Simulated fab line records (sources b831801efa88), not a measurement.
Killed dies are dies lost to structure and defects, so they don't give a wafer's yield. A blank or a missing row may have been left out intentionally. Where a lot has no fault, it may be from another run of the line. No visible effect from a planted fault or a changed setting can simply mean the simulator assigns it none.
fab line records	flow sky130
record lots=13	wafers=39	lastDay=50
route steps=708 shown GATE_OXIDE@197 POLY_GATE@227 LDD_N@250 PAD_OPEN@708
lots with no fault: from the same line, run without faults
startH: the number of hours between the record's first day and the start of the first shown wafer of the lot	waitH: time in hours since the lot's previous step	" the same as in the row above	L1.1+2: a single row standing in for several wafers	- no value, or no start given	* or withheld: withheld	< > ~ a bound
route shown NAME@n: a module of which the file shows steps, and the number in the route of the first	usual: mean/standard deviation of fault-free wafers	same: alike in all rows	chamber/n: place in a boat	sites: each site's reading	_std_site: the standard deviation of these	_edge_site: mean of outer sites minus mean of inner sites	radiusMm: how far each site lies from the wafer's centre	mask NAME#n: copy n	behind: tool/chamber where the wafer was last shaped	hold: reason for holding the lot/hours on hold/outcome of the hold	device: whichever transistor did not switch (one of n, p or np)	end of line: the tests these same wafers got at the end of their route	for a step that has no rows: nothing shown but its recipe	killed: the dies lost at the first sort to structure and to defects; this is not the yield of the wafer	map: shows each die of a wafer: x if killed, . if not, _ if none is there
set.NAME: the run value of the setting; set.NAME@STEP: its run value at that earlier step	model.NAME: the simulator's own value behind a step, which no gauge read
steps of the route over a sample of lots; a table a step, a row a wafer
services: the hour from which a tool's chamber was out of use, counted from the record's first day as startH (under 0 if before that day), plus the number of hours and why
## steps
# step SKY_GATE_OXIDE_OVL_MEAS_10
# usual GATE_OXIDE_OVL=-0.3/1.2
lot.wafer	tool	chamber	startH	waitH	GATE_OXIDE_OVL[nm]
L632.1	overlay-01	-	305.22	0.1	0.0
L632.4	"	-	"	"	-0.6
L632.5	"	-	"	"	0.0
L633.2	overlay-02	-	315.64	0.1	0.7
L633.3	"	-	"	"	-0.9
L633.4	"	-	"	"	-1.2
L634.1	overlay-01	-	326.82	0.1	0.7
L634.2	"	-	"	"	0.8
L634.6	"	-	"	"	1.7
L635.4	overlay-02	-	337.78	0.1	-0.4
L635.5	"	-	"	"	0.1
L635.6	"	-	"	"	1.0
L638.1	overlay-01	-	364.76	0.1	-2.0
L638.4	"	-	"	"	-3.1
L638.6	"	-	"	"	0.1
L641.2	overlay-01	-	384.33	0.1	1.2
L641.3	"	-	"	"	0.5
L641.5	"	-	"	"	1.4
L643.1	overlay-01	-	402.81	0.1	-0.7
L643.4	"	-	"	"	-0.3
L643.5	"	-	"	"	-0.9
L644.1	overlay-02	-	405.07	0.1	0.2
L644.2	"	-	"	"	-1.4
L644.5	"	-	"	"	-2.2
L650.2	overlay-01	-	461.26	0.1	-0.5
L650.4	"	-	"	"	-0.3
L650.5	"	-	"	"	-1.2
L652.1	overlay-02	-	490.51	0.1	1.3
L652.3	"	-	"	"	-0.2
L652.5	"	-	"	"	0.6
L653.2	overlay-01	-	495.76	0.1	-1.3
L653.5	"	-	"	"	-0.2
L653.6	"	-	"	"	-0.5
L654.2	overlay-01	-	508.08	0.1	0.7
L654.3	"	-	"	"	-0.8
L654.6	"	-	"	"	0.3
L655.2	overlay-02	-	515.49	0.1	-0.5
L655.4	"	-	"	"	-1.4
L655.5	"	-	"	"	0.2
# step SKY_POLY_GATE_CD_MEAS_13
# recipe targetCdNm=150
# usual cdNm=149.7/1.2
lot.wafer	tool	chamber	startH	waitH	cdNm
L632.1	cdSem-02	-	363.33	-	148.2
L632.4	"	-	"	"	148.0
L632.5	"	-	"	"	148.6
L633.2	cdSem-01	-	380.07	-	147.6
L633.3	"	-	"	"	149.5
L633.4	"	-	"	"	149.1
L634.1	cdSem-02	-	392.23	-	152.0
L634.2	"	-	"	"	152.4
L634.6	"	-	"	"	151.5
L635.4	cdSem-02	-	400.23	-	150.3
L635.5	"	-	"	"	150.4
L635.6	"	-	"	"	151.5
L638.1	cdSem-02	-	431.82	-	148.6
L638.4	"	-	"	"	149.1
L638.6	"	-	"	"	150.6
L641.2	cdSem-02	-	450.89	-	147.8
L641.3	"	-	"	"	146.8
L641.5	"	-	"	"	147.3
L643.1	cdSem-01	-	470.28	-	148.9
L643.4	"	-	"	"	149.1
L643.5	"	-	"	"	148.6
L644.1	cdSem-01	-	471.62	-	150.8
L644.2	"	-	"	"	148.5
L644.5	"	-	"	"	150.7
L650.2	cdSem-02	-	529.00	-	150.2
L650.4	"	-	"	"	148.7
L650.5	"	-	"	"	149.9
L652.1	cdSem-02	-	556.17	-	147.8
L652.3	"	-	"	"	148.4
L652.5	"	-	"	"	148.6
L653.2	cdSem-02	-	562.00	-	147.4
L653.5	"	-	"	"	149.1
L653.6	"	-	"	"	147.9
L654.2	cdSem-01	-	572.54	-	150.5
L654.3	"	-	"	"	151.1
L654.6	"	-	"	"	151.2
L655.2	cdSem-01	-	580.34	-	150.4
L655.4	"	-	"	"	150.9
L655.5	"	-	"	"	151.4
# step SKY_POLY_GATE_STRIP_18
# recipe chemistry=O2/N2	powerW=1400	pressureMtorr=1500	platenTempC=withheld	o2FlowSccm=3000	n2FlowSccm=300	overashFraction=0.5
# usual drypumpMotorCurrentA=5.52/0.19	oesProductAu=0.361/0.0049	stripTimeToEndpointS=3.17/0.034
lot.wafer	tool	chamber	startH	waitH	drypumpMotorCurrentA	oesProductAu	rfHoursCounterH	stripTimeToEndpointS
L632.1	plasmaAsher-02	0	363.73	0.0	5.31	0.361	68	3.17
L632.4	"	0	"	"	5.34	0.364	-	3.17
L632.5	"	0	"	"	5.32	0.364	-	3.14
L633.2	plasmaAsher-04	0	380.45	0.0	5.55	0.363	26	3.22
L633.3	"	0	"	"	5.55	0.366	-	3.22
L633.4	"	1	"	"	5.19	0.366	-	3.20
L634.1	plasmaAsher-03	1	392.63	0.0	5.77	0.366	69	3.22
L634.2	"	0	"	"	5.58	0.366	69	3.22
L634.6	"	0	"	"	5.58	0.361	-	3.19
L635.4	plasmaAsher-04	1	400.60	0.1	5.21	0.358	-	3.17
L635.5	"	1	"	"	5.20	0.362	-	3.19
L635.6	"	0	"	"	5.55	0.371	-	3.19
L638.1	plasmaAsher-02	0	432.21	0.0	5.36	0.370	75	3.25
L638.4	"	0	"	"	5.33	0.362	-	3.22
L638.6	"	0	"	"	5.33	0.366	-	3.18
L641.2	plasmaAsher-03	0	451.26	0.0	5.59	0.356	1	3.14
L641.3	"	1	"	"	5.72	0.363	-	3.17
L641.5	"	1	"	"	5.72	0.365	-	3.19
L643.1	plasmaAsher-02	1	470.68	0.0	5.69	0.356	78	3.17
L643.4	"	1	"	"	5.66	0.363	-	3.19
L643.5	"	1	"	"	5.68	0.374	-	3.22
L644.1	plasmaAsher-02	1	472.01	0.0	5.72	0.365	78	3.13
L644.2	"	0	"	"	5.30	0.360	78	3.15
L644.5	"	0	"	"	5.30	0.358	-	3.15
L650.2	plasmaAsher-03	1	529.38	0.0	5.75	0.360	9	3.16
L650.4	"	0	"	"	5.58	0.355	-	3.18
L650.5	"	0	"	"	5.56	0.358	-	3.14
L652.1	plasmaAsher-02	1	556.56	0.0	5.69	0.358	86	3.13
L652.3	"	0	"	"	5.34	0.352	-	3.13
L652.5	"	1	"	"	5.68	0.361	-	3.13
L653.2	plasmaAsher-02	1	562.38	0.0	5.70	0.350	86	3.11
L653.5	"	0	"	"	5.30	0.374	-	3.18
L653.6	"	1	"	"	5.70	0.367	-	3.19
L654.2	plasmaAsher-02	0	572.91	0.0	5.26	0.360	87	3.15
L654.3	"	1	"	"	5.70	0.362	-	3.16
L654.6	"	0	"	"	5.32	0.366	-	3.13
L655.2	plasmaAsher-04	0	580.71	0.0	5.57	0.368	47	3.17
L655.4	"	1	"	"	5.17	0.365	-	3.17
L655.5	"	0	"	"	5.52	0.361	-	3.22
# step SKY_LDD_N_IMPLANT_13
# recipe species=BF2	energyKev=50	doseCm2=5e+12	tiltDeg=30	rotationDeg=90
# usual endStationPressureTorr=5e-06/3e-07	tiltDeg=29.997/0.02
lot.wafer	tool	chamber	startH	waitH	endStationPressureTorr	tiltDeg
L632.1	implanter-02	0	394.26	0.1	5.2e-06	29.992
L632.4	"	0	"	"	4.7e-06	29.997
L632.5	"	0	"	"	5e-06	29.971
L633.2	implanter-03	0	412.17	0.1	5.6e-06	30.012
L633.3	"	0	"	"	5.1e-06	29.995
L633.4	"	0	"	"	4.5e-06	30.024
L634.1	implanter-03	0	427.30	0.1	4.4e-06	30.014
L634.2	"	0	"	"	5.2e-06	30.002
L634.6	"	0	"	"	5e-06	30.015
L635.4	implanter-01	0	435.32	0.1	5.3e-06	30.020
L635.5	"	0	"	"	5.1e-06	30.004
L635.6	"	0	"	"	5.8e-06	30.038
L638.1	implanter-01	0	466.47	0.1	5.2e-06	29.989
L638.4	"	0	"	"	4.9e-06	29.993
L638.6	"	0	"	"	4.6e-06	29.974
L641.2	implanter-03	0	483.92	0.1	5.3e-06	0.026
L641.3	"	0	"	"	4.9e-06	0.035
L641.5	"	0	"	"	4.9e-06	-0.009
L643.1	implanter-03	0	503.19	0.1	5.7e-06	-0.024
L643.4	"	0	"	"	5.1e-06	0.007
L643.5	"	0	"	"	5.2e-06	-0.004
L644.1	implanter-02	0	504.90	0.1	5e-06	30.009
L644.2	"	0	"	"	5.2e-06	29.979
L644.5	"	0	"	"	5e-06	30.002
L650.2	implanter-03	0	562.09	0.1	5.5e-06	30.005
L650.4	"	0	"	"	5e-06	30.019
L650.5	"	0	"	"	5.2e-06	30.039
L652.1	implanter-03	0	589.70	0.1	5.6e-06	29.990
L652.3	"	0	"	"	5.1e-06	29.980
L652.5	"	0	"	"	5e-06	29.987
L653.2	implanter-01	0	594.84	0.1	4.6e-06	30.036
L653.5	"	0	"	"	4.8e-06	30.015
L653.6	"	0	"	"	4.5e-06	30.038
L654.2	implanter-03	0	604.28	0.1	4.7e-06	29.999
L654.3	"	0	"	"	4.9e-06	29.988
L654.6	"	0	"	"	4.7e-06	29.956
L655.2	implanter-01	0	612.42	0.1	5.4e-06	29.981
L655.4	"	0	"	"	4.9e-06	30.007
L655.5	"	0	"	"	5.3e-06	29.979
# step SKY_PAD_OPEN_PROBE_99
# usual killed_at_M0_to_M3=45/6.8	killed_at_M4_up=3.2/1.6	killedAtContacts=24/5.1	killedAtFrontEnd=14/4.4	killedAtOther=0.4/0.65	killedDies=87/8.8	killedOpen=47/7.2	killedShort=39/6.1
# same grossDies=492	killedAtBackSide=0
lot.wafer	tool	chamber	startH	waitH	killed_at_M0_to_M3	killed_at_M4_up	killedAtContacts	killedAtFrontEnd	killedAtOther	killedDies	killedOpen	killedShort
L632.1	prober-01	-	1063.79	0.1	37	5	31	19	0	92	49	43
L632.4	prober-01	-	1063.94	0.2	42	3	24	9	0	78	44	34
L632.5	prober-01	-	1063.99	0.2	46	1	27	25	0	99	54	44
L633.2	prober-01	-	1079.99	0.1	36	4	25	13	1	79	37	42
L633.3	prober-01	-	1080.04	0.2	45	2	20	18	0	85	49	36
L633.4	prober-01	-	1080.09	0.2	36	2	30	18	1	87	52	35
L634.1	prober-02	-	1092.89	0.1	39	6	19	20	2	86	45	40
L634.2	prober-02	-	1092.94	0.1	39	4	21	22	0	86	48	37
L634.6	prober-02	-	1093.14	0.2	46	3	27	11	1	88	52	36
L635.4	prober-01	-	1096.39	0.2	34	4	33	9	0	80	44	34
L635.5	prober-01	-	1096.44	0.2	56	2	30	21	0	109	56	53
L635.6	prober-01	-	1096.49	0.2	32	4	36	8	0	80	47	33
L638.1	prober-02	-	1114.84	0.1	49	5	25	9	1	89	48	40
L638.4	prober-02	-	1114.99	0.2	42	2	27	11	0	82	48	33
L638.6	prober-02	-	1115.09	0.2	38	3	32	11	0	84	50	34
L641.2	prober-01	-	1126.39	0.1	52	0	21	11	0	84	46	38
L641.3	prober-01	-	1126.44	0.2	41	3	19	6	1	70	41	29
L641.5	prober-01	-	1126.54	0.2	46	4	23	12	2	87	52	35
L644.1	prober-01	-	1143.41	0.1	37	3	26	14	0	80	41	39
L644.2	prober-01	-	1143.46	0.1	42	4	16	10	1	73	43	29
L644.5	prober-01	-	1143.61	0.2	48	1	24	16	0	89	57	32
L643.1	prober-02	-	1144.91	0.1	53	3	23	14	1	94	47	45
L643.4	prober-02	-	1145.06	0.2	58	1	26	15	0	100	59	41
L643.5	prober-02	-	1145.11	0.2	50	7	23	14	1	95	56	38
L650.2	prober-02	-	1176.88	0.1	55	4	28	9	0	96	57	39
L650.4	prober-02	-	1176.98	0.2	48	1	26	12	1	88	52	36
L650.5	prober-02	-	1177.03	0.2	36	2	19	14	0	71	37	34
L652.1	prober-02	-	1195.12	0.1	49	4	23	16	1	93	58	34
L652.3	prober-02	-	1195.22	0.2	35	4	25	15	1	80	37	42
L652.5	prober-02	-	1195.32	0.2	28	9	21	18	0	76	36	40
L653.2	prober-01	-	1197.14	0.1	44	7	23	10	2	86	48	38
L653.5	prober-01	-	1197.29	0.2	45	3	25	17	0	90	49	41
L653.6	prober-01	-	1197.34	0.2	39	2	19	10	1	71	39	32
L654.2	prober-02	-	1201.37	0.1	46	2	30	26	1	105	72	33
L654.3	prober-02	-	1201.42	0.2	57	1	23	12	0	93	49	44
L654.6	prober-02	-	1201.57	0.2	36	2	21	13	0	72	50	22
L655.2	prober-01	-	1202.98	0.1	47	5	22	10	1	85	45	40
L655.4	prober-01	-	1203.08	0.2	45	2	26	15	0	88	48	40
L655.5	prober-01	-	1203.13	0.2	41	2	15	22	2	82	34	46
# killed by level:class
L632.1 LI_CONTACT:geometricParticle:open=10 CONTACT:geometricParticle:open=10 CONTACT:geometricParticle:short=8 METAL2:geometricParticle:short=8 VIA1:geometricParticle:open=7 VIA2:geometricParticle:open=5 FIELD_ISO:geometricParticle:short=4 METAL1:geometricParticle:short=4
L632.4 VIA1:geometricParticle:open=12 CONTACT:geometricParticle:open=11 METAL2:geometricParticle:short=10 VIA3:geometricParticle:open=7 LI_CONTACT:geometricParticle:open=5 FIELD_ISO:geometricParticle:short=4 CONTACT:geometricParticle:short=4 POLY_GATE:geometricParticle:open=2
L632.5 CONTACT:geometricParticle:open=15 VIA3:geometricParticle:open=12 FIELD_ISO:geometricParticle:short=7 METAL2:geometricParticle:short=7 VIA1:geometricParticle:open=7 LI_CONTACT:geometricParticle:open=5 VIA1:geometricParticle:short=5 POLY_GATE:geometricParticle:short=4
L633.2 CONTACT:geometricParticle:open=9 VIA1:geometricParticle:open=8 FIELD_ISO:geometricParticle:short=7 VIA2:geometricParticle:open=7 METAL1:geometricParticle:short=5 METAL2:geometricParticle:short=5 LI_CONTACT:geometricParticle:open=4 CONTACT:geometricParticle:short=4
L633.3 VIA1:geometricParticle:open=9 CONTACT:geometricParticle:open=7 METAL2:geometricParticle:short=7 VIA3:geometricParticle:open=7 LI_CONTACT:geometricParticle:open=6 VIA1:geometricParticle:short=6 FIELD_ISO:geometricParticle:open=5 FIELD_ISO:geometricParticle:short=4
L633.4 LI_CONTACT:geometricParticle:open=10 CONTACT:geometricParticle:open=10 VIA1:geometricParticle:open=9 VIA2:geometricParticle:open=8 FIELD_ISO:geometricParticle:open=6 METAL2:geometricParticle:short=6 FIELD_ISO:geometricParticle:short=5 CONTACT:geometricParticle:short=5
L634.1 FIELD_ISO:geometricParticle:open=10 VIA1:geometricParticle:open=10 CONTACT:geometricParticle:open=9 VIA2:geometricParticle:open=6 METAL4:geometricParticle:short=6 METAL1:geometricParticle:short=5 FIELD_ISO:geometricParticle:short=4 POLY_GATE:geometricParticle:short=4
L634.2 LI_CONTACT:geometricParticle:open=10 VIA1:geometricParticle:open=7 POLY_GATE:geometricParticle:open=6 METAL2:geometricParticle:short=6 VIA2:geometricParticle:open=6 POLY_GATE:geometricParticle:short=5 FIELD_ISO:geometricParticle:short=4 CONTACT:geometricParticle:open=4
L634.6 LI_CONTACT:geometricParticle:open=10 CONTACT:geometricParticle:open=10 VIA1:geometricParticle:open=9 METAL1:geometricParticle:short=8 VIA2:geometricParticle:open=6 VIA3:geometricParticle:open=6 POLY_GATE:geometricParticle:open=5 VIA3:geometricParticle:short=5
L635.4 CONTACT:geometricParticle:open=9 VIA1:geometricParticle:open=8 VIA2:geometricParticle:open=7 LOCAL_INTERCONNECT:geometricParticle:short=7 LI_CONTACT:geometricParticle:open=7 VIA3:geometricParticle:open=6 CONTACT:geometricParticle:short=5 FIELD_ISO:geometricParticle:open=4
L635.5 CONTACT:geometricParticle:open=12 VIA1:geometricParticle:open=11 FIELD_ISO:geometricParticle:short=7 VIA1:geometricParticle:short=7 LI_CONTACT:geometricParticle:open=7 CONTACT:geometricParticle:short=7 METAL2:geometricParticle:short=7 VIA3:geometricParticle:open=7
L635.6 LI_CONTACT:geometricParticle:open=13 CONTACT:geometricParticle:open=9 VIA1:geometricParticle:open=9 LOCAL_INTERCONNECT:geometricParticle:short=5 CONTACT:geometricParticle:short=5 VIA2:geometricParticle:open=5 LI_CONTACT:geometricParticle:short=4 METAL3:geometricParticle:short=4
L638.1 VIA1:geometricParticle:open=10 METAL1:geometricParticle:short=9 LI_CONTACT:geometricParticle:open=8 CONTACT:geometricParticle:open=8 VIA2:geometricParticle:open=7 CONTACT:geometricParticle:short=6 METAL2:geometricParticle:short=6 VIA3:geometricParticle:open=5
L638.4 CONTACT:geometricParticle:open=13 VIA2:geometricParticle:open=9 METAL1:geometricParticle:short=8 VIA3:geometricParticle:open=7 METAL2:geometricParticle:short=6 LI_CONTACT:geometricParticle:open=4 CONTACT:geometricParticle:short=4 VIA1:geometricParticle:open=4
L638.6 CONTACT:geometricParticle:open=9 VIA1:geometricParticle:open=9 LI_CONTACT:geometricParticle:open=9 METAL1:geometricParticle:short=7 VIA2:geometricParticle:open=5 VIA3:geometricParticle:open=5 VIA2:geometricParticle:short=4 LOCAL_INTERCONNECT:geometricParticle:open=4
L641.2 VIA1:geometricParticle:open=12 VIA2:geometricParticle:open=10 CONTACT:geometricParticle:open=9 VIA1:geometricParticle:short=5 VIA3:geometricParticle:open=5 LI_CONTACT:geometricParticle:open=4 METAL2:geometricParticle:short=4 VIA2:geometricParticle:short=4
L641.3 VIA2:geometricParticle:open=10 VIA1:geometricParticle:open=8 CONTACT:geometricParticle:open=7 VIA3:geometricParticle:open=6 METAL1:geometricParticle:short=4 LOCAL_INTERCONNECT:geometricParticle:short=4 FIELD_ISO:geometricParticle:open=3 LI_CONTACT:geometricParticle:open=3
L641.5 VIA2:geometricParticle:open=11 CONTACT:geometricParticle:open=11 VIA3:geometricParticle:open=8 VIA1:geometricParticle:open=6 VIA1:geometricParticle:short=6 LI_CONTACT:geometricParticle:open=5 POLY_GATE:geometricParticle:open=4 FIELD_ISO:geometricParticle:short=3
L644.1 LI_CONTACT:geometricParticle:open=9 CONTACT:geometricParticle:open=9 VIA1:geometricParticle:open=7 METAL3:geometricParticle:short=6 POLY_GATE:geometricParticle:short=5 POLY_GATE:geometricParticle:open=4 METAL1:geometricParticle:short=4 VIA2:geometricParticle:short=4
L644.2 VIA3:geometricParticle:open=11 VIA1:geometricParticle:open=7 LI_CONTACT:geometricParticle:open=6 VIA2:geometricParticle:open=6 POLY_GATE:geometricParticle:short=5 METAL3:geometricParticle:short=5 CONTACT:geometricParticle:open=4 METAL1:geometricParticle:short=4
L644.5 VIA3:geometricParticle:open=13 VIA1:geometricParticle:open=9 LI_CONTACT:geometricParticle:open=8 LOCAL_INTERCONNECT:geometricParticle:short=8 VIA2:geometricParticle:open=8 CONTACT:geometricParticle:open=6 POLY_GATE:geometricParticle:open=4 POLY_GATE:geometricParticle:short=4
L643.1 VIA2:geometricParticle:open=11 VIA1:geometricParticle:open=9 CONTACT:geometricParticle:open=8 METAL1:geometricParticle:short=8 LOCAL_INTERCONNECT:geometricParticle:short=6 VIA3:geometricParticle:open=5 POLY_CUT:geometricParticle:short=4 CONTACT:geometricParticle:short=4
L643.4 CONTACT:geometricParticle:open=11 VIA2:geometricParticle:open=11 VIA1:geometricParticle:open=11 VIA3:geometricParticle:open=9 LI_CONTACT:geometricParticle:open=6 METAL2:geometricParticle:short=6 FIELD_ISO:geometricParticle:open=5 VIA2:geometricParticle:short=5
L643.5 VIA3:geometricParticle:open=11 VIA2:geometricParticle:open=9 CONTACT:geometricParticle:open=9 METAL2:geometricParticle:short=7 VIA1:geometricParticle:open=6 LI_CONTACT:geometricParticle:open=5 METAL2:geometricParticle:open=5 LI_CONTACT:geometricParticle:short=4
L650.2 VIA1:geometricParticle:open=15 CONTACT:geometricParticle:open=11 LI_CONTACT:geometricParticle:open=9 METAL2:geometricParticle:short=7 VIA2:geometricParticle:open=7 VIA1:geometricParticle:short=6 FIELD_ISO:geometricParticle:open=4 FIELD_ISO:geometricParticle:short=4
L650.4 CONTACT:geometricParticle:open=12 VIA1:geometricParticle:open=12 LI_CONTACT:geometricParticle:open=7 VIA2:geometricParticle:open=7 METAL1:geometricParticle:short=5 METAL2:geometricParticle:short=5 POLY_GATE:geometricParticle:open=4 LOCAL_INTERCONNECT:geometricParticle:short=4
L650.5 METAL2:geometricParticle:short=9 LI_CONTACT:geometricParticle:open=8 POLY_GATE:geometricParticle:short=6 VIA1:geometricParticle:open=6 VIA2:geometricParticle:open=5 POLY_GATE:geometricParticle:open=4 METAL1:geometricParticle:short=4 LI_CONTACT:geometricParticle:short=4
L652.1 CONTACT:geometricParticle:open=10 VIA3:geometricParticle:open=10 VIA1:geometricParticle:open=9 METAL1:geometricParticle:short=7 POLY_GATE:geometricParticle:open=5 LI_CONTACT:geometricParticle:open=5 FIELD_ISO:geometricParticle:open=4 VIA1:geometricParticle:short=4
L652.3 LI_CONTACT:geometricParticle:open=10 VIA1:geometricParticle:short=6 FIELD_ISO:geometricParticle:short=5 CONTACT:geometricParticle:open=5 VIA2:geometricParticle:open=5 POLY_GATE:geometricParticle:short=4 VIA2:geometricParticle:short=4 VIA3:geometricParticle:short=4
L652.5 FIELD_ISO:geometricParticle:short=9 CONTACT:geometricParticle:open=8 VIA1:geometricParticle:open=7 METAL4:geometricParticle:short=6 METAL1:geometricParticle:short=5 CONTACT:geometricParticle:short=4 LOCAL_INTERCONNECT:geometricParticle:short=4 FIELD_ISO:geometricParticle:open=3
L653.2 VIA1:geometricParticle:open=15 CONTACT:geometricParticle:open=8 VIA2:geometricParticle:open=6 LI_CONTACT:geometricParticle:open=5 VIA1:geometricParticle:short=5 METAL4:geometricParticle:short=5 LOCAL_INTERCONNECT:geometricParticle:short=4 CONTACT:geometricParticle:short=4
L653.5 VIA1:geometricParticle:open=12 LI_CONTACT:geometricParticle:open=9 FIELD_ISO:geometricParticle:short=7 VIA3:geometricParticle:open=7 VIA1:geometricParticle:short=7 VIA3:geometricParticle:short=6 CONTACT:geometricParticle:short=5 VIA2:geometricParticle:open=5
L653.6 METAL1:geometricParticle:short=10 CONTACT:geometricParticle:open=9 VIA1:geometricParticle:open=9 VIA3:geometricParticle:open=7 VIA2:geometricParticle:open=5 FIELD_ISO:geometricParticle:open=4 METAL2:geometricParticle:short=3 LI_CONTACT:geometricParticle:open=3
L654.2 CONTACT:geometricParticle:open=16 VIA1:geometricParticle:open=12 POLY_GATE:geometricParticle:open=10 VIA2:geometricParticle:open=10 FIELD_ISO:geometricParticle:open=6 FIELD_ISO:geometricParticle:short=6 LI_CONTACT:geometricParticle:open=5 CONTACT:geometricParticle:short=5
L654.3 VIA2:geometricParticle:open=10 VIA3:geometricParticle:open=10 VIA1:geometricParticle:open=10 CONTACT:geometricParticle:open=8 LI_CONTACT:geometricParticle:open=5 LOCAL_INTERCONNECT:geometricParticle:short=5 METAL1:geometricParticle:short=5 METAL2:geometricParticle:short=5
L654.6 CONTACT:geometricParticle:open=12 VIA1:geometricParticle:open=12 VIA3:geometricParticle:open=10 VIA1:geometricParticle:short=5 CONTACT:geometricParticle:short=4 LI_CONTACT:geometricParticle:open=4 FIELD_ISO:geometricParticle:short=3 POLY_GATE:geometricParticle:open=3
L655.2 VIA1:geometricParticle:open=11 VIA1:geometricParticle:short=9 LI_CONTACT:geometricParticle:open=8 METAL2:geometricParticle:short=5 LI_CONTACT:geometricParticle:short=5 VIA2:geometricParticle:open=5 CONTACT:geometricParticle:open=5 VIA3:geometricParticle:short=5
L655.4 VIA1:geometricParticle:open=9 METAL1:geometricParticle:short=8 VIA2:geometricParticle:open=8 VIA3:geometricParticle:open=8 CONTACT:geometricParticle:open=6 LOCAL_INTERCONNECT:geometricParticle:short=6 LI_CONTACT:geometricParticle:open=5 LI_CONTACT:geometricParticle:short=5
L655.5 VIA1:geometricParticle:open=8 VIA2:geometricParticle:short=7 POLY_GATE:geometricParticle:open=6 VIA1:geometricParticle:short=6 FIELD_ISO:geometricParticle:open=5 METAL1:geometricParticle:short=5 POLY_GATE:geometricParticle:short=4 LOCAL_INTERCONNECT:geometricParticle:short=4
## services
tool	chamber	startH	hours	kind
implanter-02	-	346.94	1.5	repair
plasmaAsher-02	-	353.59	1.3	repair
implanter-02	-	371.49	2.4	repair
implanter-01	-	378.02	17.4	repair
plasmaAsher-04	-	379.93	0.5	repair
implanter-02	-	382.97	4.2	pm
implanter-02	-	397.07	1.6	repair
plasmaAsher-03	-	421.25	9.0	pm
plasmaAsher-03	0	421.25	19.1	ventCycle
plasmaAsher-03	-	428.92	11.5	repair
plasmaAsher-03	-	431.45	0.9	repair
plasmaAsher-02	-	437.72	0.9	repair
plasmaAsher-03	-	440.38	4.0	pm
plasmaAsher-02	-	457.52	7.5	repair
plasmaAsher-04	-	460.06	6.1	repair
plasmaAsher-04	-	467.45	0.9	repair
implanter-03	-	471.24	4.3	pm
implanter-02	-	474.16	3.0	repair
plasmaAsher-02	-	512.14	15.6	pm
plasmaAsher-04	-	539.39	2.4	repair
implanter-02	-	549.13	0.9	repair
implanter-02	-	566.36	73.0	pm
implanter-03	-	584.32	2.2	repair
plasmaAsher-04	-	607.10	2.8	pm
## key
firstSign step=SKY_LDD_N_IMPLANT_13	reading=tiltDeg	direction=down	sigmas=99+	usual=*	struck=*
effect none on later readings
metAt SKY_LDD_N_IMPLANT_13
struckLots L641,L643
testerLeftOut L641,L643
notActingAt SKY_GATE_OXIDE_OVL_MEAS_10,SKY_POLY_GATE_CD_MEAS_13,SKY_POLY_GATE_STRIP_18
onsetBetween 427.30 483.92
fault kind=processParameterDrift	tool=implanter-03	chamber=-	onsetH=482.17	steps=SKY_LDD_N_IMPLANT_13	channel=tiltDeg	offset=*	shape=step	endH=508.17	actsIn=*	stated=*
# testerLeftOut: of these lots the tester's yield and bins aren't shown, on N5 and GAA mostly nor the transistor test; their killed dies are dies lost to structure and defects alone, not to doping, threshold or leakage, so they don't give the yield
